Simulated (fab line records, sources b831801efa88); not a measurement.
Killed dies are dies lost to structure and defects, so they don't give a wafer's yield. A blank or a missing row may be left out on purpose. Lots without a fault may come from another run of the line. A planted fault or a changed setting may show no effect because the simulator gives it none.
fab line records | flow gf180mcu
record lots=5 wafers=14 last_day=34
route steps=602 shown V1@350 M2@362
lots that met no fault: from a run of the same line without faults
start_h: hours from the record's first day to the start of the lot's first wafer shown | wait_h: hours since the lot's step before | " the same as in the row above | L1.1+2: a row that stands for several wafers | - no value, or no start given | * or withheld: withheld | < > ~ a bound
route shown NAME@n: a module of which the file shows steps, and the number in the route of the first | usual: mean/standard deviation of fault-free wafers | same: alike in all rows | chamber/n: place in a boat | sites: the reading at each site | _std_site: their standard deviation | _edge_site: outer sites' mean less inner sites' | radius_mm: how far each site lies from the wafer's centre | mask NAME#n: copy n | behind: the tool/chamber that last shaped the wafer | hold: why the lot was held/for how many hours/how that ended | device: the transistor (n, p or np) that didn't switch | end of line: the same wafers' tests at the end of the route | a step without rows: its recipe alone | killed: dies lost to structure and defects at the first sort, not the wafer's yield | map: a wafer's dies, x killed, . not, _ none there
set.NAME: the setting as run; set.NAME@STEP: as run at that earlier step | model.NAME: the simulator's own value behind a step, which no gauge read
lots at some steps of the route; a table a step, a row a wafer
services: from which hour (start_h, from the record's first day; less than 0 if before it) a tool's chamber was out of use, for how many hours, and why
## steps
# step GF_V1_OVL_MEAS_15
# usual V1_OVL=-1/5
# columns lot.wafer tool chamber start_h wait_h V1_OVL[nm]
L872.1 overlay-01 - 404.61 0.1 5
L872.2 " - " " 9
L872.3 " - " " 4
L875.2 overlay-02 - 434.62 0.1 -3
L875.3 " - " " 0
L875.4 " - " " -5
L887.2 overlay-02 - 551.62 0.1 7
L887.5 " - " " 4
L893.1 overlay-01 - 596.91 0.1 8
L893.2 " - " " -1
L893.6 " - " " 2
L894.2 overlay-01 - 600.31 0.1 -7
L894.3 " - " " -7
L894.6 " - " " -6
# step GF_V1_ETCH_16
# recipe chemistry=N2/H2 target_depth_a=withheld overetch_a=withheld time_s=withheld target=BARC ion_energy_ev=200 source_w=500 bias_w=100 pressure_mtorr=30 n2_flow_sccm=100 h2_flow_sccm=200
# usual drypump_motor_current_A=5.6/0.31 oes_product_au=0.854/0.0045 throttle_valve_pct=13.224/0.0083
# columns lot.wafer tool chamber start_h wait_h drypump_motor_current_A oes_product_au throttle_valve_pct
L872.1 rie_diel-01 2 404.65 0.0 5.8 0.851 13.232
L872.2 " 0 " " 5.8 0.854 13.218
L872.3 " 3 " " 5.5 0.861 13.210
L875.2 rie_diel-03 1 434.65 0.0 5.2 0.852 13.229
L875.3 " 2 " " 6.0 0.855 13.220
L875.4 " 3 " " 5.4 0.858 13.231
L887.2 rie_diel-01 2 551.65 0.0 5.8 0.854 13.218
L887.5 " 1 " " 5.5 0.853 13.221
L893.1 rie_diel-03 3 596.95 0.0 5.4 0.855 13.233
L893.2 " 1 " " 5.2 0.856 13.225
L893.6 " 3 " " 5.4 0.848 13.247
L894.2 rie_diel-03 3 600.34 0.0 5.4 0.850 13.229
L894.3 " 2 " " 6.0 0.852 13.225
L894.6 " 0 " " 6.3 0.854 13.223
# step GF_V1_ETCH_17
# recipe chemistry=C4F8/O2/Ar mask_material=KrF target=SiO2 stop_on=TiN source_w=1500 bias_w=1200 pressure_mtorr=40 c4f8_flow_sccm=withheld O2_flow_sccm=6 Ar_flow_sccm=300 time_s=withheld target_depth_a=6300
# step GF_V1_STRIP_18
# recipe chemistry=O2/N2 power_w=1400 pressure_mtorr=1500 platen_temp_c=250 o2_flow_sccm=3000 n2_flow_sccm=300 overash_fraction=0.5
# step GF_V1_STRIP_19
# recipe chemistry=post_etch_residue_remover time_s=1200 temp_c=72.5
# step GF_V1_CLEAN_20
# recipe chemistry=DIW dry=n2_spin
# step GF_V1_SPUTTER_21
# recipe material=Ti target_thk_nm=15 chamber_pressure_pa=5 power_w=2500 substrate_temp_c=200 time_s=80.02
# usual throttle_valve_pct=30.2/1.3
# columns lot.wafer tool chamber start_h wait_h throttle_valve_pct
L872.1 pvd_sputter-03 - 405.32 0.0 29.4
L872.2 " - " " 30.2
L872.3 " - " " 28.3
L875.2 pvd_sputter-01 - 435.35 0.0 30.3
L875.3 " - " " 31.1
L875.4 " - " " 32.7
L887.2 pvd_sputter-03 - 552.31 0.0 32.3
L887.5 " - " " 32.0
L893.1 pvd_sputter-02 - 597.65 0.0 30.4
L893.2 " - " " 29.2
L893.6 " - " " 29.0
L894.2 pvd_sputter-01 - 601.08 0.0 31.3
L894.3 " - " " 30.8
L894.6 " - " " 30.3
# step GF_V1_SPUTTER_22
# recipe material=TiN target_thk_nm=10 chamber_pressure_pa=5 power_w=4000 time_s=40
# step GF_V1_CVD_23
# recipe material=W target_thk_nm=350 time_s=105.05 temp_c=400 pressure_torr=40
# usual chamber_pressure_Torr=40.01/0.09 heater_power_w=849/60
# columns lot.wafer tool chamber start_h wait_h chamber_pressure_Torr heater_power_w
L872.1 cvd_w-02 0 405.42 0.0 40.11 829
L872.2 " 1 " " 40.06 902
L872.3 " 0 " " 40.13 803
L875.2 cvd_w-01 0 435.45 0.0 39.96 751
L875.3 " 0 " " 40.06 768
L875.4 " 1 " " 40.01 913
L887.2 cvd_w-02 1 552.41 0.0 40.04 889
L887.5 " 0 " " 39.93 798
L893.1 cvd_w-02 0 597.75 0.0 40.15 818
L893.2 " 1 " " 40.26 896
L893.6 " 0 " " 40.09 833
L894.2 cvd_w-01 1 601.18 0.0 39.93 934
L894.3 " 1 " " 39.93 912
L894.6 " 0 " " 40.13 769
# step GF_V1_RS_MEAS_24
# recipe thk_meas_gauge=four-point-probe reads=W_of_V1_CVD_23+TiN_of_V1_SPUTTER_22+Ti_of_V1_SPUTTER_21
# usual V1_W_RS=0.326/0.0048
# columns lot.wafer tool chamber start_h wait_h V1_W_RS[ohm/sq]
L872.1 film_metro-02 - 405.53 0.1 0.325
L872.2 " - " " 0.327
L872.3 " - " " 0.320
L875.2 film_metro-02 - 435.58 0.1 0.325
L875.3 " - " " 0.321
L875.4 " - " " 0.324
L887.2 film_metro-02 - 552.54 0.1 0.330
L887.5 " - " " 0.321
L893.1 film_metro-01 - 597.86 0.1 0.321
L893.2 " - " " 0.326
L893.6 " - " " 0.323
L894.2 film_metro-04 - 601.31 0.1 0.323
L894.3 " - " " 0.322
L894.6 " - " " 0.327
# step GF_V1_THK_MEAS_25
# recipe thk_meas_gauge=xrf reads=W_of_V1_CVD_23
# usual V1_W_THK=358/6.9
# columns lot.wafer tool chamber start_h wait_h V1_W_THK[nm]
L872.1 film_metro-02 - 405.65 0.1 361
L872.2 " - " " 358
L872.3 " - " " 367
L875.2 film_metro-02 - 435.69 0.1 362
L875.3 " - " " 366
L875.4 " - " " 363
L887.2 film_metro-02 - 552.65 0.1 356
L887.5 " - " " 368
L893.1 film_metro-01 - 597.98 0.1 370
L893.2 " - " " 362
L893.6 " - " " 365
L894.2 film_metro-04 - 601.42 0.1 355
L894.3 " - " " 358
L894.6 " - " " 353
# step GF_V1_CMP_26
# recipe stop_on=SiO2 down_force_psi=3.5 platen_rpm=60 t_overpolish_s=15 target_thk_nm=0 pad_velocity_m_s=0.94248
# usual motor_current_A=11.3/1.6 overpolish_run_s=15.001/0.009 platen_rpm=60.00/0.036 time_to_endpoint_s=83/3.2
# columns lot.wafer tool chamber start_h wait_h motor_current_A overpolish_run_s platen_rpm time_to_endpoint_s
L872.1 cmp-02 2 405.99 0.3 12.1 15.011 60.00 84
L872.2 " 3 " " 9.2 15.014 60.02 82
L872.3 " 0 " " 8.3 15.017 59.98 87
L875.2 cmp-02 1 435.74 0.0 13.0 14.990 60.01 84
L875.4 " 2 " " 11.9 14.999 60.03 81
L875.3 " 0 " " 8.7 15.006 60.04 83
L887.2 cmp-02 3 552.80 0.1 9.3 15.004 59.98 86
L887.5 " 2 " " 12.6 15.010 59.96 86
L893.1 cmp-01 2 598.09 0.1 11.4 15.013 60.05 82
L893.2 " 3 " " 11.1 14.983 59.96 83
L893.6 " 2 " " 10.9 15.003 59.95 85
L894.3 cmp-01 0 601.47 0.0 11.1 14.987 59.99 77
L894.2 " 2 " " 11.0 14.996 59.97 79
L894.6 " 0 " " 11.2 15.000 60.00 79
# step GF_M2_SPUTTER_00
# recipe material=Ti target_thk_nm=37.5 arriving_ion_energy_ev=80 substrate_temp_c=200 chamber_pressure_pa=2 power_w=4000 time_s=150
# usual throttle_valve_pct=30.5/1.3
# columns lot.wafer tool chamber start_h wait_h throttle_valve_pct model.Ti_of_M2_SPUTTER_00.thk_nm
L872.1 pvd_sputter-01 - 406.29 0.2 30.4 37.76
L872.2 " - " " 32.9 37.69
L872.3 " - " " 30.9 37.59
L875.2 pvd_sputter-03 - 436.04 0.2 32.2 37.88
L875.3 " - " " 30.5 37.16
L875.4 " - " " 27.9 37.6
L887.2 pvd_sputter-01 - 553.00 0.1 31.8 19.95
L887.5 " - " " 30.8 37.52
L893.1 pvd_sputter-04 - 598.34 0.2 29.3 36.57
L893.2 " - " " 28.2 36.28
L893.6 " - " " 28.7 36.46
L894.2 pvd_sputter-04 - 601.77 0.1 30.8 37.32
L894.3 " - " " 29.3 37.23
L894.6 " - " " 28.5 36.98
# step GF_M2_SPUTTER_01
# recipe material=TiN target_thk_nm=30 power_w=6500 time_s=25 chamber_pressure_pa=0.4
# usual throttle_valve_pct=30.5/1.3
# columns lot.wafer tool chamber start_h wait_h throttle_valve_pct
L872.1 pvd_sputter-01 - 406.39 0.1 30.3
L872.2 " - " " 32.7
L872.3 " - " " 31.0
L875.2 pvd_sputter-03 - 436.14 0.1 32.1
L875.3 " - " " 30.5
L875.4 " - " " 28.4
L887.2 pvd_sputter-01 - 553.10 0.1 31.8
L887.5 " - " " 30.8
L893.1 pvd_sputter-04 - 598.44 0.1 29.2
L893.2 " - " " 28.5
L893.6 " - " " 28.4
L894.2 pvd_sputter-04 - 601.87 0.1 30.6
L894.3 " - " " 29.4
L894.6 " - " " 28.5
## services
# columns tool chamber start_h hours kind
rie_diel-03 0 386.53 3.0 repair
cvd_w-01 - 390.00 14.0 pm
cvd_w-01 1 395.28 3.3 repair
pvd_sputter-04 - 401.76 1.1 repair
rie_diel-03 3 401.85 30.0 repair
cmp-01 - 404.21 4.0 pm
rie_diel-03 1 410.26 8.2 repair
pvd_sputter-04 - 413.04 1.2 repair
pvd_sputter-01 - 416.62 1.2 repair
cvd_w-02 - 432.87 5.7 repair
rie_diel-01 1 435.97 8.4 repair
cmp-01 - 438.71 8.3 pm
rie_diel-03 0 488.58 5.2 repair
pvd_sputter-01 - 499.30 3.4 repair
cvd_w-02 - 505.19 1.0 repair
cmp-01 - 517.49 1.2 repair
cvd_w-02 - 529.58 0.8 repair
cvd_w-02 - 538.12 0.6 repair
cmp-02 - 551.21 0.2 repair
pvd_sputter-01 - 571.27 7.4 repair
cmp-02 - 572.21 4.0 pm
cmp-01 - 576.21 5.5 pm
cvd_w-01 - 577.28 14.6 pm
pvd_sputter-04 - 583.84 14.3 repair
## key
first_sign none at tools or gauges
model_effect step=GF_M2_SPUTTER_00 value=Ti_of_M2_SPUTTER_00.thk_nm without=37.52 struck=19.95
met_at GF_M2_SPUTTER_00
struck_wafers L887.2
onset_between 406.29 553.00
fault kind=process_parameter_drift tool=pvd_sputter-01 chamber=- onset_h=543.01 steps=GF_M2_SPUTTER_00 channel=target_thk_nm offset=-17.57 shape=step end_h=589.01 scope=struck_wafers_only acts_in=these_recipes_only stated=37.5
